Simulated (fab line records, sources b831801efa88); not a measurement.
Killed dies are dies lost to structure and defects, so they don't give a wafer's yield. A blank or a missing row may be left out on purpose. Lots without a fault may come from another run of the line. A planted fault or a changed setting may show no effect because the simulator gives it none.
A struck lot beside a sound one | flow sky130 | 42 steps out of a route of 708
Sound: wafers L192.2, L192.3, L192.5. Struck: wafers L201.2, L201.4, L201.5. The cause comes at the end.
At each step with rows: each side's tool, then ch and its chambers, then its first start. Under that, the readings that differ: sound wafers | struck wafers | difference of the means | sigmas: that difference in standard deviations of wafers without a fault.
alike: readings whose means differ by less than 2 such deviations, and words and numbers that are the same on both sides. not compared: withheld readings, readings that some wafer has no value for, bounds like >300 that may hide the same value, and numbers for which the record gives no deviation and whose values overlap.
The two part at a step that has a row with sigmas, a row that says differs or no value, or rows on one side only. Numbers that don't overlap but have no deviation are shown without sigmas and don't part them. A reading that every wafer of one side lacks parts them only if that side has two wafers or more.

first, 5 steps without rows for these wafers: SKY_GATE_OXIDE_COAT_05 (resist thk 1140 nm); SKY_GATE_OXIDE_SOFTBAKE_06 (time 60 s); SKY_GATE_OXIDE_EXPOSE_07 (exposes mask LVOM, target cd 600 nm); SKY_GATE_OXIDE_PEB_08; SKY_GATE_OXIDE_DEVELOP_09 (develop time 60 s).
SKY_GATE_OXIDE_OVL_MEAS_10:
  sound on overlay-01, day 15 06:17; struck on overlay-01, day 18 16:48
  alike: GATE_OXIDE_OVL
then, 2 steps without rows for these wafers: SKY_GATE_OXIDE_IMPLANT_11; SKY_GATE_OXIDE_WET_ETCH_12 (etches SiO2 in dHF, target depth 16.8 nm, time 336 s).
SKY_GATE_OXIDE_STRIP_13: strips in O2/N2.
  sound on plasma_asher-03 ch 0,1, day 15 06:34; struck on plasma_asher-02 ch 1, day 18 17:05
  alike: drypump_motor_current_A, oes_product_au, strip_time_to_endpoint_s
  not compared: rf_hours_counter_h
SKY_GATE_OXIDE_TW_MEAS_14:
  sound on film_metro-04, day 15 06:41; struck on film_metro-04, day 18 17:11
  alike: GATE_OXIDE_TW
then, 2 steps without rows for these wafers: SKY_GATE_OXIDE_CLEAN_15 (cleans in SC1/SC2, time 150 s); SKY_GATE_OXIDE_OXIDATION_16 (stabilise 600 s, purge 300 s, target thk 3.57 nm).
SKY_POLY_GATE_CVD_00: deposits poly-Si, target thk 180 nm, time 720 s.
  sound on lpcvd-01 ch 1, day 15 12:22; struck on lpcvd-01 ch 0, day 18 20:48
  reading                                       | sound             | struck            | difference | sigmas
  model.poly-Si_of_POLY_GATE_CVD_00.thk_nm (nm) | 182.6 181.5 180.8 | 134.7 133.2 132.6 | -48.1      |
  alike: spike_tc_centre_C
SKY_POLY_GATE_THK_MEAS_01:
  sound on film_metro-02, day 15 13:35; struck on film_metro-03, day 18 22:01
  reading                   | sound             | struck            | difference | sigmas
  POLY_GATE_CVD_00_THK (nm) | 182.5 181.5 180.8 | 134.6 133.2 132.6 | -48.1      | -37
then, 8 steps without rows for these wafers: SKY_RES_PROTECT_DEHYDRATE_00 (time 60 s); SKY_RES_PROTECT_HMDS_01 (prime time 60 s); SKY_RES_PROTECT_COAT_02 (resist thk 1140 nm); SKY_RES_PROTECT_SOFTBAKE_03 (time 60 s); SKY_RES_PROTECT_EXPOSE_04 (exposes mask RPM, target cd 1270 nm); SKY_RES_PROTECT_PEB_05; SKY_RES_PROTECT_DEVELOP_06 (develop time 60 s); SKY_POLY_GATE_IMPLANT_02.
SKY_RES_PROTECT_STRIP_07: strips in O2/N2.
  sound on plasma_asher-04 ch 0,1, day 16 17:23; struck on plasma_asher-02 ch 0, day 20 04:56
  reading                      | sound             | struck            | difference | sigmas
  strip_time_to_endpoint_s (s) | 23.31 23.29 23.30 | 23.43 23.32 23.39 | +0.08      | +2
  alike: drypump_motor_current_A, oes_product_au
  not compared: rf_hours_counter_h
SKY_RES_PROTECT_TW_MEAS_08:
  sound on film_metro-01, day 16 17:30; struck on film_metro-03, day 20 05:03
  reading      | sound          | struck         | difference | sigmas
  POLY_GATE_TW | 3986 3969 3980 | 4042 4049 4066 | +74        | +2
SKY_RES_PROTECT_CLEAN_09: cleans in SC1/SC2, time 150 s.
  sound on wet_bench-03 ch 2, day 16 17:33; struck on wet_bench-01 ch 1, day 20 05:06
  reading                                       | sound           | struck          | difference | sigmas
  model.poly-Si_of_POLY_GATE_CVD_00.thk_nm (nm) | 182 180.9 180.2 | 134 132.6 131.9 | -48        |
then, 1 step without rows for these wafers: SKY_POLY_GATE_CVD_03 (deposits Si3N4 from DCS/NH3, target thk 75 nm, time 1290 s).
SKY_POLY_GATE_THK_MEAS_04:
  sound on film_metro-02, day 16 19:43; struck on film_metro-03, day 20 06:35
  alike: POLY_GATE_CVD_03_THK
then, 8 steps without rows for these wafers: SKY_POLY_GATE_DEHYDRATE_05 (time 60 s); SKY_POLY_GATE_HMDS_06 (prime time 60 s); SKY_POLY_GATE_COAT_07 (resist thk 110 nm); SKY_POLY_GATE_COAT_08 (resist thk 450 nm); SKY_POLY_GATE_SOFTBAKE_09 (time 90 s); SKY_POLY_GATE_EXPOSE_10 (exposes mask P1M, target cd 150 nm); SKY_POLY_GATE_PEB_11; SKY_POLY_GATE_DEVELOP_12 (develop time 60 s).
SKY_POLY_GATE_CD_MEAS_13: target cd 150 nm.
  sound on cd_sem-01, day 17 22:56; struck on cd_sem-01, day 21 13:59
  alike: cd_nm
SKY_POLY_GATE_OVL_MEAS_14:
  sound on overlay-02, day 17 23:02; struck on overlay-01, day 21 14:05
  alike: POLY_GATE_OVL
SKY_POLY_GATE_ETCH_15: etches BARC in N2/H2, stops on SiO2, time 118.5 s, target depth 110 nm.
  sound on rie_diel-01 ch 0,2,3, day 17 23:04; struck on rie_diel-02 ch 1,3, day 21 14:07
  alike: drypump_motor_current_A, h2_flow_sccm, oes_product_au, rf_fwd_power_W, throttle_valve_pct
  not compared: rf_hours_counter_h
SKY_POLY_GATE_ETCH_16: etches Si3N4 in CH3F/O2, stops on poly-Si, time 147.5 s, target depth 75 nm.
  sound on rie_diel-01 ch 0,2,3, day 17 23:10; struck on rie_diel-02 ch 1,3, day 21 14:12
  alike: O2_flow_sccm, drypump_motor_current_A, oes_product_au, rf_fwd_power_W, throttle_valve_pct
  not compared: rf_hours_counter_h
SKY_POLY_GATE_ETCH_17: etches poly-Si in HBr/Cl2, stops on SiO2, target depth 180 nm, time 70.5 s.
  sound on rie_si-02 ch 0,1,3, day 17 23:15; struck on rie_si-01 ch 0,2,3, day 21 14:18
  reading                               | sound             | struck            | difference | sigmas
  oes_product_au (a.u.)                 | 0.994 0.996 0.991 | 0.811 0.806 0.801 | -0.188     | -28
  model.etch.depth_nm (nm)              | 182 180.9 180.2   | 134 132.6 131.9   | -48        |
  model.POLY_GATE.feature_depth_nm (nm) | 182 180.9 180.2   | 134 132.6 131.9   | -48        |
  alike: drypump_motor_current_A, rf_fwd_power_W, throttle_valve_pct
  not compared: rf_hours_counter_h
SKY_POLY_GATE_STRIP_18: strips in O2/N2.
  sound on plasma_asher-01 ch 1, day 17 23:19; struck on plasma_asher-02 ch 0,1, day 21 14:22
  alike: drypump_motor_current_A, oes_product_au, strip_time_to_endpoint_s
  not compared: rf_hours_counter_h
-- the record jumps here: 28 days lie between the struck wafers' starts before and after (it left off in module POLY_GATE and takes up again in module PAD_OPEN, whose first step shown is number 708 of the route) --
SKY_PAD_OPEN_PROBE_99:
  sound on prober-01, day 47 02:29; struck on prober-02, day 49 07:30
  reading                              | sound             | struck           | difference | sigmas
  killed_dies                          | 104 94 87         | 61 72 76         | -25        | -2
  model.etest.res_xhigh_po.line_ohm_um | 5500 5614 5575    | 5171 5323 5178   | -339       |
  model.etest.res_high_po.line_ohm_um  | 714.9 729.2 731.8 | 904.5 926.2 901  | +185.3     |
  model.etest.res_xhigh_po.rs_ohm_sq   | 1905 2020 1991    | 1843 1850 1814   | -136       |
  model.etest.res_poly.line_ohm_um     | 499.3 490.4 505.6 | 660.8 673.4 656  | +165.0     |
  model.etest.tip_sonos.rs_ohm_sq      | 2588 2592 2548    | 2514 2495 2471   | -83        |
  model.etest.res_high_po.rs_ohm_sq    | 251.1 262.8 259.5 | 312 320.9 315    | +58        |
  model.etest.licon_high_po.rc_ohm     | 339.6 354.4 343   | 306.9 304 309.1  | -39.0      |
  model.etest.res_poly.rs_ohm_sq       | 47.22 48.63 48.34 | 60.48 61.44 61.1 | +12.94     |
  alike: killed_at_M0_to_M3, killed_at_M4_up, killed_at_contacts, killed_at_front_end, killed_at_other, killed_open, killed_short

WHERE THEY PART
First at SKY_POLY_GATE_THK_MEAS_01; last, within this record, at SKY_PAD_OPEN_PROBE_99.

WHY: what the simulator had put in
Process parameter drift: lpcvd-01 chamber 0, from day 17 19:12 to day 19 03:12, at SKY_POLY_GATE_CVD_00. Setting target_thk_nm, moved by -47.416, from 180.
